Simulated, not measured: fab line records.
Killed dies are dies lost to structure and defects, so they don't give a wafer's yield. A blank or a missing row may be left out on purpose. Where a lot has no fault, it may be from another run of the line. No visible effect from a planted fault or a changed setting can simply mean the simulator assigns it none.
A single fault, viewed from 2 desks ; flow gf180mcu ; numbers are kept per desk, each desk with only its own; the story behind them comes last

## THE METROLOGY DESK
Lot by lot, what the gauges showed, no matter which tool ran the lot: averages of those sampled wafers that carry a number. Any lot whose mean is over 4 standard deviations away from the usual mean is out of limits and marked OUT; that distance is given in the brackets.
Columns: A = V4_W_RS at GF_V4_RS_MEAS_24, usual 0.327 ohm/sq; B = V4_W_THK at GF_V4_THK_MEAS_25, usual 352 nm; C = MIM_CVD_05_THK at GF_MIM_THK_MEAS_06, usual 42.2 nm; D = MIM_ALCU_RS at GF_MIM_RS_MEAS_10, usual 0.1598 ohm/sq; E = MIM_ALCU_THK at GF_MIM_THK_MEAS_11, usual 194.9 nm; F = cd_nm at GF_M5_CD_MEAS_07, usual 279.9 nm; G = M5_OVL at GF_M5_OVL_MEAS_08, usual 1 nm
lot;first seen here;A;B;C;D;E;F;G
L384;day 27 00:32;0.324;356;42.9;0.1603;194.7;279.7;7
L385;day 27 07:22;0.327;349;41.3;0.1603;194.3;279.6;7
L387;day 28 09:58;0.320;358;41.9;0.1585;195.3;278.9;-0
L388;day 28 10:19;0.325;355;41.8;0.1587;196.1;281.0;5
L395;day 30 07:29;0.330;348;42.6;0.1617;192.9;282.6;-4
L396;day 30 15:04;0.326;353;41.6;0.1611;192.5;280.9;2
Finding of this desk: none of the 6 lots has anything out of limits.

## THE TOOL OWNER'S DESK: pvd_sputter-01
At GF_MIM_SPUTTER_07 (material TiN, target thk 60 nm, time 50 s) the tool's own readings: per lot run on this tool, the mean of the sampled wafers that have a number. Any lot whose mean is over 4 standard deviations away from the usual mean is out of limits and marked OUT; that distance is given in the brackets.
Columns: A = throttle_valve_pct at GF_MIM_SPUTTER_07, usual 30.2 %
lot;first seen here;A
L384;day 27 01:19;29.7
L385;day 27 08:11;29.8
L395;day 30 08:17;29.8
L396;day 30 15:51;29.8
Finding of this desk: none of the 4 lots has anything out of limits.

## PUT TOGETHER
Metrology desk: nothing out of limits seen.
The tool owner's desk saw nothing out of limits.

## WHAT HAD BEEN PUT IN BY THE SIMULATOR
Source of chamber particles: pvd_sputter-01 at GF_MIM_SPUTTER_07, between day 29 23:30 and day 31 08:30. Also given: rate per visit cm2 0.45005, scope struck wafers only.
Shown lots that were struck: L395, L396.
